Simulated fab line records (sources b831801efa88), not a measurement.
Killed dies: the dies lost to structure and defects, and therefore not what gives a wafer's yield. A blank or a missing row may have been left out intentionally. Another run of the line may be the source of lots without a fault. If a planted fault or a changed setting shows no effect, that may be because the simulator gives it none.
fab line records	flow sky130
record lots=12	wafers=36	last_day=50
route steps=708 shown LI_CONTACT@368 CONTACT@411
lots with no fault: from the same line, run without faults
start_h: hours from the record's opening day to when the first of the lot's shown wafers began	wait_h: hours since the lot's step before	" the same as in the row above	L1.1+2: a row that stands for several wafers	- no value, or no start was given	* or withheld: withheld	< > ~ a bound
route shown NAME@n: names a module that has steps shown in the file, with the first one's number in the route	usual: mean/standard deviation of fault-free wafers	same: alike in all rows	chamber/n: place in a boat	sites: per-site readings	_std_site: the values' standard deviation	_edge_site: inner sites' mean taken away from outer sites' mean	radius_mm: how far each site lies from the wafer's centre	mask NAME#n: copy n	behind: the most recent tool/chamber to have shaped the wafer	hold: what put the lot on hold/how long, in hours/how the hold closed	device: the transistor (n, p or np) that didn't switch	end of line: the route-end tests of the same wafers	a step without rows: its recipe alone	killed: dies that structure and defects cost at the first sort, which is not the same as the wafer's yield	map: the dies of a wafer, with x for killed, . for not killed, _ for no die there
set.NAME: the run value of the setting; set.NAME@STEP: its run value at that earlier step	model.NAME: the simulator's own value behind a step, which no gauge read
steps of the route over a sample of lots; a table a step, a row a wafer
services: from which hour (start_h, from the record's first day; less than 0 if before it) a tool's chamber was out of use, for how many hours, and why
## steps
# step SKY_LI_CONTACT_COAT_06
# recipe resist=BARC	temp_c=withheld	time_s=withheld	spin_rpm=3000	resist_thk_nm=60
# usual resist_line_temp_C=*
lot.wafer	tool	chamber	start_h	wait_h	resist_line_temp_C
L173.1	litho_track-03	0	656.66	0.1	*
L173.5	"	0	"	"	*
L173.6	"	0	"	"	*
L176.1	litho_track-04	0	685.93	0.1	*
L176.2	"	0	"	"	*
L176.3	"	0	"	"	*
L177.1	litho_track-02	0	703.58	0.1	*
L177.3	"	0	"	"	*
L177.4	"	0	"	"	*
L182.1	litho_track-04	0	730.33	0.1	*
L182.2	"	0	"	"	*
L182.6	"	0	"	"	*
L183.1	litho_track-04	0	735.13	0.1	*
L183.3	"	0	"	"	*
L183.4	"	0	"	"	*
L184.3	litho_track-04	0	747.73	0.1	*
L184.4	"	0	"	"	*
L184.5	"	0	"	"	*
L185.1	litho_track-03	0	752.66	0.1	*
L185.4	"	0	"	"	*
L185.6	"	0	"	"	*
L189.2	litho_track-02	0	798.85	0.1	*
L189.3	"	0	"	"	*
L189.4	"	0	"	"	*
L193.1	litho_track-02	0	818.08	0.1	*
L193.5	"	0	"	"	*
L193.6	"	0	"	"	*
L192.3	litho_track-04	0	819.18	0.1	*
L192.5	"	0	"	"	*
L192.6	"	0	"	"	*
L194.1	litho_track-04	0	824.33	0.1	*
L194.2	"	0	"	"	*
L194.3	"	0	"	"	*
L195.2	litho_track-03	0	829.24	0.1	*
L195.3	"	0	"	"	*
L195.6	"	0	"	"	*
# step SKY_LI_CONTACT_OVL_MEAS_13
# usual LI_CONTACT_OVL=0/5.6
lot.wafer	tool	chamber	start_h	wait_h	LI_CONTACT_OVL[nm]
L173.1	overlay-02	-	671.38	0.1	-2
L173.5	"	-	"	"	3
L173.6	"	-	"	"	0
L176.1	overlay-02	-	700.45	0.1	-14
L176.2	"	-	"	"	-11
L176.3	"	-	"	"	-12
L177.1	overlay-01	-	718.53	0.1	-2
L177.3	"	-	"	"	-4
L177.4	"	-	"	"	1
L182.1	overlay-01	-	744.20	0.1	-13
L182.2	"	-	"	"	-14
L182.6	"	-	"	"	-10
L183.1	overlay-02	-	750.18	0.1	-4
L183.3	"	-	"	"	-7
L183.4	"	-	"	"	-4
L184.3	overlay-02	-	761.51	0.1	3
L184.4	"	-	"	"	-1
L184.5	"	-	"	"	6
L185.1	overlay-01	-	766.30	0.1	10
L185.4	"	-	"	"	5
L185.6	"	-	"	"	1
L189.2	overlay-01	-	812.70	0.1	-3
L189.3	"	-	"	"	-10
L189.4	"	-	"	"	5
L193.1	overlay-02	-	831.45	0.1	1
L193.5	"	-	"	"	4
L193.6	"	-	"	"	-1
L192.3	overlay-02	-	832.80	0.1	11
L192.5	"	-	"	"	3
L192.6	"	-	"	"	13
L194.1	overlay-02	-	838.05	0.1	-1
L194.2	"	-	"	"	-3
L194.3	"	-	"	"	-11
L195.2	overlay-02	-	842.55	0.1	4
L195.3	"	-	"	"	0
L195.6	"	-	"	"	0
# step SKY_LI_CONTACT_ETCH_14
# recipe chemistry=N2/H2	target=BARC	ion_energy_ev=200	source_w=500	bias_w=100	pressure_mtorr=30	n2_flow_sccm=100	h2_flow_sccm=200	stop_on=SiO2	time_s=45.9	target_depth_a=600
# usual chamber_pressure_mTorr=30.001/0.027	drypump_motor_current_A=5.7/0.59	oes_product_au=0.854/0.0047	throttle_valve_pct=13.225/0.009
lot.wafer	tool	chamber	start_h	wait_h	chamber_pressure_mTorr	drypump_motor_current_A	oes_product_au	rf_hours_counter_h	throttle_valve_pct
L173.1	rie_diel-03	0	671.42	0.0	30.011	6.3	0.846	51	13.231
L173.5	"	1	"	"	30.002	4.9	0.861	-	13.221
L173.6	"	0	"	"	30.009	6.2	0.857	-	13.234
L176.1	rie_diel-03	3	700.49	0.0	30.025	6.6	0.854	14	13.210
L176.2	"	0	"	"	30.000	6.3	0.849	52	13.217
L176.3	"	1	"	"	29.986	4.9	0.853	2	13.237
L177.1	rie_diel-04	3	718.57	0.0	30.005	5.0	0.857	2	13.230
L177.3	"	1	"	"	29.961	4.9	0.853	8	13.213
L177.4	"	0	"	"	30.012	5.3	0.853	0	13.208
L182.1	rie_diel-03	1	744.24	0.0	29.987	4.9	0.854	3	13.235
L182.2	"	3	"	"	30.009	6.6	0.853	15	13.226
L182.6	"	3	"	"	29.994	6.6	0.858	-	13.229
L183.1	rie_diel-04	3	750.22	0.0	29.985	5.0	0.857	3	13.222
L183.3	"	1	"	"	30.008	4.9	0.792	9	13.230
L183.4	"	0	"	"	30.040	5.3	0.848	1	13.244
L184.3	rie_diel-03	3	761.53	0.0	29.990	6.6	0.805	15	13.223
L184.4	"	2	"	"	29.972	5.8	0.853	17	13.228
L184.5	"	3	"	"	29.998	6.6	0.858	-	13.218
L185.1	rie_diel-03	1	766.33	0.0	30.051	4.9	0.865	4	13.229
L185.4	"	0	"	"	29.973	6.3	0.857	0	13.218
L185.6	"	1	"	"	30.036	4.9	0.858	-	13.228
L189.2	rie_diel-02	1	812.73	0.0	30.017	5.9	0.854	2	13.223
L189.3	"	3	"	"	30.005	5.6	0.858	3	13.241
L189.4	"	2	"	"	30.038	5.9	0.859	-	13.224
L193.1	rie_diel-04	3	831.49	0.0	30.018	5.1	0.860	5	13.211
L193.5	"	1	"	"	29.972	4.9	0.848	-	13.211
L193.6	"	2	"	"	29.991	6.2	0.855	-	13.230
L192.3	rie_diel-03	0	832.82	0.0	29.982	6.3	0.855	3	13.233
L192.5	"	0	"	"	30.008	6.3	0.862	-	13.228
L192.6	"	3	"	"	30.007	6.6	0.861	-	13.222
L194.1	rie_diel-02	0	838.09	0.0	30.045	6.0	0.857	0	13.227
L194.2	"	2	"	"	29.948	5.9	0.849	18	13.225
L194.3	"	3	"	"	29.995	5.6	0.849	4	13.213
L195.2	rie_diel-04	3	842.58	0.0	29.992	5.0	0.852	5	13.224
L195.3	"	1	"	"	29.996	4.9	0.852	11	13.222
L195.6	"	2	"	"	29.982	6.2	0.858	-	13.230
# step SKY_LI_CONTACT_STRIP_16
# recipe chemistry=O2/N2	power_w=1400	pressure_mtorr=1500	platen_temp_c=withheld	o2_flow_sccm=3000	n2_flow_sccm=300	overash_fraction=0.5
# usual chamber_pressure_mTorr=1500.1/1.4	drypump_motor_current_A=5.64/0.24	oes_product_au=0.376/0.0045	strip_time_to_endpoint_s=3.51/0.041
lot.wafer	tool	chamber	start_h	wait_h	chamber_pressure_mTorr	drypump_motor_current_A	oes_product_au	rf_hours_counter_h	strip_time_to_endpoint_s
L173.1	plasma_asher-02	1	671.55	-	1499.7	5.73	0.379	86	3.58
L173.5	"	1	"	"	1500.7	5.72	0.374	-	3.49
L173.6	"	0	"	"	1500.2	5.36	0.379	-	3.59
L176.1	plasma_asher-04	0	700.61	-	1500.3	6.09	0.374	55	3.48
L176.2	"	1	"	"	1500.2	5.70	0.379	55	3.61
L176.3	"	1	"	"	1499.8	5.71	0.382	-	3.47
L177.1	plasma_asher-02	0	718.70	-	1501.0	5.37	0.376	91	3.51
L177.3	"	0	"	"	1499.1	5.38	0.376	-	3.50
L177.4	"	1	"	"	1500.3	5.72	0.374	-	3.54
L182.1	plasma_asher-02	1	744.36	-	1499.7	5.73	0.381	94	3.45
L182.2	"	0	"	"	1502.2	5.35	0.377	94	3.52
L182.6	"	1	"	"	1499.5	5.74	0.376	-	3.50
L183.1	plasma_asher-02	1	750.35	-	1498.8	5.72	0.374	95	3.52
L183.3	"	1	"	"	1497.3	5.73	0.371	-	3.39
L183.4	"	0	"	"	1498.3	5.36	0.374	-	3.53
L184.3	plasma_asher-01	1	761.69	-	1499.9	5.45	0.371	-	3.39
L184.4	"	0	"	"	1499.2	5.56	0.370	-	3.50
L184.5	"	1	"	"	1500.6	5.48	0.380	-	3.49
L185.1	plasma_asher-02	0	766.46	-	1500.2	5.41	0.378	97	3.51
L185.4	"	0	"	"	1500.0	5.35	0.383	-	3.56
L185.6	"	0	"	"	1499.0	5.36	0.371	-	3.48
L189.2	plasma_asher-02	0	812.86	-	1500.0	5.37	0.371	101	3.46
L189.3	"	0	"	"	1502.4	5.40	0.373	-	3.48
L189.4	"	1	"	"	1502.0	5.72	0.375	-	3.52
L193.1	plasma_asher-01	0	831.61	-	1499.2	5.54	0.375	9	3.51
L193.5	"	0	"	"	1498.2	5.54	0.371	-	3.46
L193.6	"	1	"	"	1500.7	5.43	0.367	-	3.46
L192.3	plasma_asher-04	1	832.98	-	1501.1	5.73	0.374	-	3.55
L192.5	"	0	"	"	1501.8	6.10	0.382	-	3.56
L192.6	"	1	"	"	1499.8	5.72	0.376	-	3.56
L194.1	plasma_asher-02	1	838.21	-	1499.4	5.72	0.370	104	3.52
L194.2	"	0	"	"	1501.5	5.39	0.378	104	3.54
L194.3	"	1	"	"	1497.1	5.74	0.377	-	3.51
L195.2	plasma_asher-02	1	842.71	-	1499.0	5.71	0.378	104	3.55
L195.3	"	0	"	"	1499.3	5.39	0.377	-	3.47
L195.6	"	1	"	"	1500.9	5.71	0.371	-	3.46
# step SKY_CONTACT_BOW_MEAS_05
# recipe mode=bow
# usual CONTACT_BOW=81/7.1
lot.wafer	tool	chamber	start_h	wait_h	CONTACT_BOW[um]
L173.1	film_metro-01	-	702.36	0.2	87
L173.5	"	-	"	"	89
L173.6	"	-	"	"	79
L176.1	film_metro-01	-	731.73	0.1	88
L176.2	"	-	"	"	84
L176.3	"	-	"	"	90
L177.1	film_metro-04	-	749.72	0.2	80
L177.3	"	-	"	"	76
L177.4	"	-	"	"	85
L182.1	film_metro-04	-	773.91	0.1	77
L182.2	"	-	"	"	70
L182.6	"	-	"	"	71
L183.1	film_metro-01	-	780.17	0.2	79
L183.3	"	-	"	"	93
L183.4	"	-	"	"	90
L184.3	film_metro-03	-	791.10	0.3	69
L184.4	"	-	"	"	74
L184.5	"	-	"	"	72
L185.1	film_metro-01	-	796.34	0.2	83
L185.4	"	-	"	"	80
L185.6	"	-	"	"	89
L189.2	film_metro-01	-	841.78	0.3	70
L189.3	"	-	"	"	64
L189.4	"	-	"	"	80
L193.1	film_metro-04	-	860.32	0.1	86
L193.5	"	-	"	"	79
L193.6	"	-	"	"	83
L192.3	film_metro-03	-	862.36	0.1	76
L192.5	"	-	"	"	76
L192.6	"	-	"	"	87
L194.1	film_metro-04	-	866.25	0.1	85
L194.2	"	-	"	"	91
L194.3	"	-	"	"	87
L195.2	film_metro-04	-	871.17	0.2	77
L195.3	"	-	"	"	91
L195.6	"	-	"	"	91
## services
tool	chamber	start_h	hours	kind
rie_diel-02	3	670.10	-	clean
rie_diel-02	3	670.10	18.6	scheduled_down
rie_diel-02	3	670.10	18.6	vent_cycle
rie_diel-04	0	675.93	-	clean
rie_diel-04	0	675.93	14.2	scheduled_down
rie_diel-04	0	675.93	14.2	vent_cycle
rie_diel-04	-	688.44	0.2	repair
rie_diel-02	1	697.69	-	clean
rie_diel-02	1	697.69	15.3	scheduled_down
rie_diel-02	1	697.69	15.3	vent_cycle
rie_diel-03	0	730.30	-	clean
rie_diel-03	0	730.30	16.5	scheduled_down
rie_diel-03	0	730.30	16.5	vent_cycle
plasma_asher-01	-	733.75	9.0	pm
plasma_asher-01	0	733.75	9.0	vent_cycle
plasma_asher-01	1	733.75	9.0	vent_cycle
plasma_asher-01	0	742.75	-	clean
plasma_asher-01	1	742.75	-	clean
rie_diel-04	-	762.73	2.8	pm
plasma_asher-01	-	770.12	3.0	repair
rie_diel-03	2	780.68	25.0	repair
rie_diel-03	-	785.31	0.6	repair
rie_diel-02	-	795.97	15.6	pm
rie_diel-02	1	826.03	12.6	repair
## key
first_sign step=SKY_LI_CONTACT_ETCH_14	reading=oes_product_au	direction=down	sigmas=12	usual=0.854	struck=0.798
effect none on later readings
met_at SKY_LI_CONTACT_COAT_06
struck_lots L183,L184
struck_wafers L183.3,L184.3
tester_left_out L183,L184
not_acting_at SKY_LI_CONTACT_OVL_MEAS_13,SKY_LI_CONTACT_STRIP_16,SKY_CONTACT_BOW_MEAS_05
onset_between 730.33 735.13
fault kind=process_parameter_drift	tool=litho_track-04	chamber=-	onset_h=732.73	steps=SKY_LI_CONTACT_COAT_06	channel=resist_thk_nm	offset=-6.2535	shape=step	end_h=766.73	scope=struck_wafers_only	acts_in=these_recipes_only	stated=60
# tester_left_out: of these lots the tester's yield and bins aren't shown, on N5 and GAA mostly nor the transistor test; their killed dies are dies lost to structure and defects alone, not to doping, threshold or leakage, so they don't give the yield
